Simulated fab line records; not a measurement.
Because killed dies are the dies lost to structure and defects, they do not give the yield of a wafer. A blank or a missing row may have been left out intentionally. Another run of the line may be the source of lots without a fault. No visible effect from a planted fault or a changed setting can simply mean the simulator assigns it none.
A lot that was struck, set against a sound lot | flow gf180mcu | 14 steps out of a route of 602
Sound: the wafers L622.4, L622.5, L622.6. The struck wafers were L613.1, L613.4, L613.6. The cause is named last.
Per side, at each step with rows, come the tool, then ch with its chambers, and then its first start. Under that, the readings that differ: sound wafers | struck wafers | difference of the means | sigmas: that difference in standard deviations of wafers without a fault.
alike: words and numbers the same on both sides, and readings whose means are apart by under 2 such deviations; not compared: readings that were withheld, readings missing a value for some wafer, numbers with overlapping values and no deviation given by the record, and bounds like >300 which may hide the same value.
Wherever a step has rows on one side only, a row that says differs or no value, or a row with sigmas, the two part there. Numbers that have no deviation but don't overlap get no sigmas and don't part them. Lack of a reading on every wafer of one side parts them only where that side has two or more wafers.

GF_DUAL_GATE_STRIP_13: strips in O2/N2.
  sound on plasmaAsher-01 ch 0,1, day 15 01:25; struck on plasmaAsher-04 ch 0,1, day 12 09:25
  alike: drypumpMotorCurrentA, heaterPowerW, o2FlowSccm, oesProductAu, stripTimeToEndpointS
  not compared: rfHoursCounterH
then, 3 steps without rows for these wafers: GF_DUAL_GATE_CLEAN_14 (cleans in SC1/SC2, time 150 s); GF_DUAL_GATE_OXIDATION_15 (stabilise 600 s, purge 300 s, target thk 7.098 nm); GF_POLY_GATE_CVD_00 (deposits poly-Si, target thk 200 nm, time 1200 s).
GF_POLY_GATE_THK_MEAS_01:
  sound on filmMetro-01, day 15 06:18; struck on filmMetro-01, day 12 12:37
reading                   | sound             | struck            | difference | sigmas
POLY_GATE_CVD_00_THK (nm) | 199.8 197.3 198.7 | 204.3 203.3 202.2 | +4.7       | +2
then, 7 steps without rows for these wafers: GF_POLY_GATE_DEHYDRATE_02 (time 60 s); GF_POLY_GATE_HMDS_03 (prime time 60 s); GF_POLY_GATE_COAT_04; GF_POLY_GATE_COAT_05 (resist thk 700 nm); GF_POLY_GATE_SOFTBAKE_06 (time 60 s); GF_POLY_GATE_EXPOSE_07 (exposes mask Poly2, target cd 280 nm); GF_POLY_GATE_PEB_08 (peb time 88.27 s).
GF_POLY_GATE_DEVELOP_09: develop time 60 s.
  sound on lithoTrack-01 ch 0, day 16 05:08; struck on lithoTrack-02, day 13 08:41
  no value came back on the struck wafers for chillPlateTempC (C), developTimeS (s), exhaustPa (Pa); on the sound wafers chillPlateTempC (C) reads 23.00 23.06 23.06
reading                                   | sound             | struck            | difference | sigmas
model.KrF_of_POLY_GATE_COAT_05.thkNm (nm) | 684.3 684.7 683.2 | 704.4 704.5 704.7 | +20.5      | 
GF_POLY_GATE_CD_MEAS_10 targets a cd of 280 nm.
  sound on cdSem-01, day 16 05:16; struck on cdSem-02, day 13 08:50
reading   | sound             | struck | difference                    | sigmas
cdNm (nm) | 281.9 281.3 281.6 | - - -  | no value on the struck wafers | 

WHERE THEY PART
Last at GF_POLY_GATE_CD_MEAS_10 as far as this record goes, first at GF_POLY_GATE_THK_MEAS_01.

WHY: what the simulator had put in
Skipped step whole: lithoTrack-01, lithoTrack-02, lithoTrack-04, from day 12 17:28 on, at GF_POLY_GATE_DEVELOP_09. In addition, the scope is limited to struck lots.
